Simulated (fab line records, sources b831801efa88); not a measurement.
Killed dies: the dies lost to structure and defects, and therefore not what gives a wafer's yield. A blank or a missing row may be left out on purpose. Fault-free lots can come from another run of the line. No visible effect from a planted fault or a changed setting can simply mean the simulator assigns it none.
Chamber matching / flow gf180mcu / 4 sister chambers for GF_V1_CMP_26 on cmp-01
The step polishes, stops on SiO2, t overpolish 15 s, target thk 0 nm. 30 wafers are shown with their chamber, then 12 later ones without.

WAFERS, EACH WITH ITS CHAMBER
wafer=L074.4; chamber=2; motor current A (A)=11.3; time to endpoint s (s)=89; overpolish run s (s)=15.008
wafer=L074.5; chamber=3; motor current A (A)=11.9; time to endpoint s (s)=88; overpolish run s (s)=14.996
wafer=L074.6; chamber=0; motor current A (A)=10.6; time to endpoint s (s)=88; overpolish run s (s)=14.987
wafer=L075.1; chamber=1; motor current A (A)=11.4; time to endpoint s (s)=84; overpolish run s (s)=14.998
wafer=L075.2; chamber=0; motor current A (A)=10.2; time to endpoint s (s)=90; overpolish run s (s)=14.987
wafer=L075.3; chamber=2; motor current A (A)=10.3; time to endpoint s (s)=87; overpolish run s (s)=14.992
wafer=L076.1; chamber=3; motor current A (A)=11.9; time to endpoint s (s)=85; overpolish run s (s)=15.001
wafer=L076.4; chamber=2; motor current A (A)=10.8; time to endpoint s (s)=86; overpolish run s (s)=15.001
wafer=L076.5; chamber=0; motor current A (A)=10.3; time to endpoint s (s)=82; overpolish run s (s)=14.994
wafer=L078.2; chamber=0; motor current A (A)=10.9; time to endpoint s (s)=82; overpolish run s (s)=14.993
wafer=L078.3; chamber=2; motor current A (A)=10.5; time to endpoint s (s)=84; overpolish run s (s)=15.003
wafer=L078.5; chamber=3; motor current A (A)=12.4; time to endpoint s (s)=81; overpolish run s (s)=14.976
wafer=L079.2; chamber=0; motor current A (A)=10.1; time to endpoint s (s)=83; overpolish run s (s)=14.995
wafer=L079.5; chamber=1; motor current A (A)=10.4; time to endpoint s (s)=80; overpolish run s (s)=14.999
wafer=L079.6; chamber=2; motor current A (A)=10.8; time to endpoint s (s)=80; overpolish run s (s)=15.010
wafer=L083.1; chamber=3; motor current A (A)=12.1; time to endpoint s (s)=86; overpolish run s (s)=15.009
wafer=L083.4; chamber=0; motor current A (A)=10.8; time to endpoint s (s)=87; overpolish run s (s)=14.999
wafer=L083.6; chamber=2; motor current A (A)=10.9; time to endpoint s (s)=89; overpolish run s (s)=14.997
wafer=L084.2; chamber=3; motor current A (A)=11.8; time to endpoint s (s)=81; overpolish run s (s)=15.008
wafer=L084.3; chamber=2; motor current A (A)=10.6; time to endpoint s (s)=89; overpolish run s (s)=14.997
wafer=L084.4; chamber=1; motor current A (A)=11.1; time to endpoint s (s)=83; overpolish run s (s)=14.988
wafer=L085.2; chamber=1; motor current A (A)=11.0; time to endpoint s (s)=87; overpolish run s (s)=15.001
wafer=L085.4; chamber=0; motor current A (A)=10.5; time to endpoint s (s)=83; overpolish run s (s)=14.991
wafer=L085.6; chamber=0; motor current A (A)=10.3; time to endpoint s (s)=89; overpolish run s (s)=14.992
wafer=L086.1; chamber=1; motor current A (A)=10.8; time to endpoint s (s)=85; overpolish run s (s)=15.002
wafer=L086.3; chamber=0; motor current A (A)=10.8; time to endpoint s (s)=89; overpolish run s (s)=15.003
wafer=L086.4; chamber=2; motor current A (A)=11.0; time to endpoint s (s)=86; overpolish run s (s)=15.004
wafer=L087.1; chamber=3; motor current A (A)=12.2; time to endpoint s (s)=85; overpolish run s (s)=14.992
wafer=L087.2; chamber=2; motor current A (A)=11.2; time to endpoint s (s)=90; overpolish run s (s)=15.007
wafer=L087.6; chamber=2; motor current A (A)=10.7; time to endpoint s (s)=92; overpolish run s (s)=14.987

SIGNATURES (means of the wafers above)
reading=motor current A; chamber 0=10.500; chamber 1=10.940; chamber 2=10.810; chamber 3=12.050; scatter within a chamber=0.3
reading=time to endpoint s; chamber 0=85.89; chamber 1=83.80; chamber 2=87.20; chamber 3=84.33; scatter within a chamber=3.17
reading=overpolish run s; chamber 0=14.99344; chamber 1=14.99760; chamber 2=15.00060; chamber 3=14.99700; scatter within a chamber=0.00779
Rule: a wafer's distance from a chamber is the root of the sum, over the readings, of the square of ((its reading less the chamber's mean) divided by the reading's scatter). If the next closest chamber is less than 2 further off than the closest, the wafer can't be placed; otherwise it belongs to the closest. The scatter: the root of (the sum of the squares of (reading less its chamber's mean) over the shown wafers, divided by (wafers less chambers)).

WAFERS WITHOUT THEIR CHAMBER
wafer=L090.1; motor current A (A)=11.4; time to endpoint s (s)=83; overpolish run s (s)=15.015
wafer=L090.2; motor current A (A)=10.9; time to endpoint s (s)=84; overpolish run s (s)=14.998
wafer=L090.6; motor current A (A)=11.1; time to endpoint s (s)=83; overpolish run s (s)=15.001
wafer=L091.3; motor current A (A)=10.2; time to endpoint s (s)=89; overpolish run s (s)=14.993
wafer=L091.4; motor current A (A)=10.6; time to endpoint s (s)=92; overpolish run s (s)=15.008
wafer=L091.6; motor current A (A)=10.7; time to endpoint s (s)=89; overpolish run s (s)=14.997
wafer=L092.1; motor current A (A)=10.6; time to endpoint s (s)=83; overpolish run s (s)=15.017
wafer=L092.3; motor current A (A)=11.1; time to endpoint s (s)=86; overpolish run s (s)=15.000
wafer=L092.5; motor current A (A)=11.1; time to endpoint s (s)=83; overpolish run s (s)=15.006
wafer=L094.2; motor current A (A)=10.9; time to endpoint s (s)=83; overpolish run s (s)=15.016
wafer=L094.4; motor current A (A)=11.8; time to endpoint s (s)=84; overpolish run s (s)=14.992
wafer=L094.6; motor current A (A)=12.1; time to endpoint s (s)=82; overpolish run s (s)=14.984

WHICH CHAMBER EACH WENT THROUGH
wafer=L090.1; from the rows above=can't be placed: 1 or 2 or 3 or 0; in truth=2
wafer=L090.2; from the rows above=can't be placed: 1 or 2 or 0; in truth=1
wafer=L090.6; from the rows above=can't be placed: 1 or 2 or 0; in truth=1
wafer=L091.3; from the rows above=can't be placed: 0 or 2 or 1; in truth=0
wafer=L091.4; from the rows above=can't be placed: 2 or 0 or 1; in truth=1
wafer=L091.6; from the rows above=can't be placed: 2 or 0 or 1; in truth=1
wafer=L092.1; from the rows above=can't be placed: 2 or 1 or 0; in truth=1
wafer=L092.3; from the rows above=can't be placed: 1 or 2 or 0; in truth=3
wafer=L092.5; from the rows above=can't be placed: 1 or 2 or 0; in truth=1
wafer=L094.2; from the rows above=can't be placed: 1 or 2 or 0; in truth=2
wafer=L094.4; from the rows above=can't be placed: 3 or 1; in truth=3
wafer=L094.6; from the rows above=3; in truth=3
Correctly placed: 1 of 12. These rows do not allow placing 11 (true chamber among the candidates in 10). Wrongly placed: 0.
